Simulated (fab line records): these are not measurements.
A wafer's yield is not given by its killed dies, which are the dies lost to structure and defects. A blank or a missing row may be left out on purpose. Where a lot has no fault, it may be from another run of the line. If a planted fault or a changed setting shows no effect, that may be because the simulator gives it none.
Which tool is to blame? -- flow gf180mcu -- 12 lots with 36 wafers sampled at 6 steps, on a route of 602 steps

## WHAT EACH GAUGE READ, for each wafer
GF_STI_BOW_MEAS_00.
lot,measured,on,INCOMING_BOW (um)
L236,day 1 10:00,film_metro-03,-4 -8 -2
L241,day 2 11:04,film_metro-03,-9 -6 6
L243,day 2 21:01,film_metro-01,0 -3 -4
L244,day 3 02:00,film_metro-01,-2 -4 -1
L251,day 4 13:01,film_metro-01,7 10 4
L253,day 4 23:01,film_metro-01,6 3 12
L254,day 5 04:00,film_metro-04,5 -1 10
L255,day 5 09:04,film_metro-01,-7 16 2
L256,day 5 14:00,film_metro-04,-3 1 -6
L257,day 5 19:01,film_metro-04,-10 0 -7
L258,day 6 00:01,film_metro-04,3 7 9
L259,day 6 05:01,film_metro-04,16 3 2

GF_HV_LDD_TW_MEAS_11.
lot,measured,on,HV_LDD_TW
L236,day 10 05:44,film_metro-02,2377 2395 2392
L241,day 11 14:23,film_metro-04,2431 2456 2456
L243,day 12 05:39,film_metro-02,2389 2383 2388
L244,day 12 10:19,film_metro-04,2416 2419 2417
L251,day 14 23:17,film_metro-02,2406 2394 2410
L253,day 15 09:27,film_metro-04,2435 2419 2417
L254,day 15 17:05,film_metro-03,2551 2568 2556
L255,day 15 23:51,film_metro-03,2561 2557 2566
L256,day 16 11:43,film_metro-04,2591 2603 2600
L257,day 16 11:45,film_metro-03,2392 2407 2421
L258,day 16 22:10,film_metro-02,2385 2389 2371
L259,day 17 02:51,film_metro-02,2377 2379 2388

GF_HV_LDD_RS_MEAS_53: measures by four-point-probe.
lot,measured,on,HV_LDD_RS (ohm/sq)
L236,day 12 15:43,film_metro-04,420.1 418.7 418.9
L241,day 14 02:29,film_metro-04,417.7 417.7 416.7
L243,day 14 19:22,film_metro-03,417.6 418.1 417.2
L244,day 14 23:50,film_metro-02,418.4 418.6 418.9
L251,day 17 19:25,film_metro-03,417.4 418.2 417.4
L253,day 18 05:48,film_metro-04,417.4 417.8 417.1
L254,day 18 14:39,film_metro-03,413.6 413.4 412.0
L255,day 18 22:20,film_metro-04,413.1 413.4 414.3
L256,day 19 11:05,film_metro-04,412.6 413.3 413.8
L257,day 19 12:01,film_metro-02,419.0 419.5 418.6
L258,day 19 23:25,film_metro-02,419.3 419.3 421.0
L259,day 20 03:14,film_metro-02,416.8 418.7 418.3

## WHAT TOOL EACH LOT RAN ON (gives the tool, then ch and the chambers of the sampled wafers, and finally the start)
lot,GF_STI_ETCH_13,GF_STI_CMP_25,GF_HV_LDD_IMPLANT_09
L236,"rie_diel-04 ch 0,1,3, day 2 04:38","cmp-02 ch 1,2, day 2 06:35","implanter-01 ch 0, day 10 05:29"
L241,"rie_diel-04 ch 2,3, day 3 02:52","cmp-02 ch 0,3, day 3 04:52","implanter-01 ch 0, day 11 14:11"
L243,"rie_diel-03 ch 0,2, day 3 14:29","cmp-01 ch 1,2, day 3 16:32","implanter-03 ch 0, day 12 05:25"
L244,"rie_diel-03 ch 1,2,3, day 3 18:56","cmp-02 ch 2,3, day 3 20:57","implanter-01 ch 0, day 12 10:04"
L251,"rie_diel-02 ch 0,2, day 5 08:02","cmp-01 ch 0,2, day 5 11:19","implanter-04 ch 0, day 14 23:03"
L253,"rie_diel-02 ch 1,2,3, day 5 17:47","cmp-02 ch 1,2, day 5 19:52","implanter-04 ch 0, day 15 09:13"
L254,"rie_diel-03 ch 0,2,3, day 5 22:17","cmp-02 ch 0,1, day 6 01:40","implanter-01 ch 0, day 15 16:50"
L255,"rie_diel-03 ch 1,2, day 6 05:04","cmp-02 ch 1,2, day 6 08:06","implanter-01 ch 0, day 15 23:39"
L256,"rie_diel-02 ch 0,1,2, day 6 10:17","cmp-02 ch 1,2,3, day 6 12:50","implanter-01 ch 0, day 16 11:28"
L257,"rie_diel-04 ch 0,1,2, day 6 15:20","cmp-02 ch 0,2,3, day 6 17:19","implanter-04 ch 0, day 16 11:31"
L258,"rie_diel-04 ch 0,2,3, day 6 20:28","cmp-02 ch 0,1,2, day 7 00:13","implanter-04 ch 0, day 16 21:56"
L259,"rie_diel-02 ch 1,3, day 7 00:40","cmp-01 ch 1,2, day 7 02:36","implanter-04 ch 0, day 17 02:37"
- GF_STI_ETCH_13: etches the open film in CHF3/O2, stops on Si, target depth 282.31 nm, time 112.9 s.
- GF_STI_CMP_25: polishes, stops on Si3N4, t overpolish 33 s, target thk 524.6 nm.
- GF_HV_LDD_IMPLANT_09

## WHAT THE TOOLS THEMSELVES READ (means of the sampled wafers that have a number; where no wafer has one, the mark that the record gives instead)
GF_STI_ETCH_13.
lot,tool,drypump_motor_current_A (A),oes_product_au (a.u.),throttle_valve_pct (%)
L236,rie_diel-04,5.87,0.838,8.819
L241,rie_diel-04,5.62,0.834,8.811
L243,rie_diel-03,5.81,0.834,8.814
L244,rie_diel-03,5.77,0.838,8.812
L251,rie_diel-02,5.45,0.834,8.814
L253,rie_diel-02,5.55,0.838,8.817
L254,rie_diel-03,5.83,0.842,8.813
L255,rie_diel-03,5.59,0.840,8.818
L256,rie_diel-02,5.59,0.845,8.828
L257,rie_diel-04,5.81,0.850,8.801
L258,rie_diel-04,5.81,0.835,8.815
L259,rie_diel-02,5.55,0.834,8.811

GF_STI_CMP_25.
lot,tool,head_pressure_psi (psi),motor_current_A (A),overpolish_run_s (s),time_to_endpoint_s (s)
L236,cmp-02,3.998,13.0,33.000,123
L241,cmp-02,4.004,12.0,32.997,120
L243,cmp-01,3.995,11.9,33.008,127
L244,cmp-02,3.996,12.3,33.002,127
L251,cmp-01,4.005,13.4,32.999,127
L253,cmp-02,4.004,13.3,33.001,124
L254,cmp-02,4.004,12.4,33.003,121
L255,cmp-02,3.997,12.3,32.995,125
L256,cmp-02,3.996,12.6,33.002,122
L257,cmp-02,4.006,12.0,33.000,119
L258,cmp-02,3.996,11.9,33.002,123
L259,cmp-01,3.992,11.4,33.001,135

GF_HV_LDD_IMPLANT_09.
lot,tool,beam_energy_keV
L236,implanter-01,40.004
L241,implanter-01,39.981
L243,implanter-03,39.994
L244,implanter-01,40.001
L251,implanter-04,39.999
L253,implanter-04,39.995
L254,implanter-01,49.622
L255,implanter-01,49.644
L256,implanter-01,49.629
L257,implanter-04,40.011
L258,implanter-04,39.995
L259,implanter-04,39.989

## THE ANSWER, worked out from the rows above alone
Rule: the lots themselves supply what counts as usual. Put in order of their means at a reading, lots are off if they are a third of the lots or fewer, leave a main group of 4 or more, and stand apart from it by a gap of 3 or more times the standard deviation of the main group's means; of several such gaps the widest counts. If all means in a main group match to the digits the tables above print for the reading, that group is not used. Also off: a lot with no number at a reading for which 4 or more lots have one. Any other lot the step has rows for is counted as sound. The gauges are gone through in route order, then the tools' own readings, and for those a lot's mean is taken as printed above. The first step at which some lot is off is used, and at that step the reading that is off furthest; a lot without a number counts as furthest.
Off: L254, L255, L256, seen at GF_HV_LDD_TW_MEAS_11 (HV_LDD_TW). For the main group the mean is 2404 and the standard deviation 21.
If a tool, at a process step before that reading, ran all the lots that are off and no sound lot after the first of them, it fits. The gauges at GF_HV_LDD_TW_MEAS_11 aren't tried: what is off there is off at GF_HV_LDD_IMPLANT_09 too, on other tools, and a gauge's error can't cause that. One fits: implanter-01 at GF_HV_LDD_IMPLANT_09. A fault onset in the window from L244 (day 12 10:04, its last sound lot) to L254 (day 15 16:50, its first lot off) fits.
On the lots that are off, the tool's own readings at GF_HV_LDD_IMPLANT_09 differ by more than 5 times the standard deviation of the sound lots' means, which bears it out; beam_energy_keV reads 49.632 there versus 39.997 on the sound lots.

## WHAT THE SIMULATOR HAD INSERTED
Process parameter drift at GF_HV_LDD_IMPLANT_09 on implanter-01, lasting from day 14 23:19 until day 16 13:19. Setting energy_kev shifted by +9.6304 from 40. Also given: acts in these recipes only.
Struck lots among those shown: L254, L255, L256. This agrees with what the rule above found.
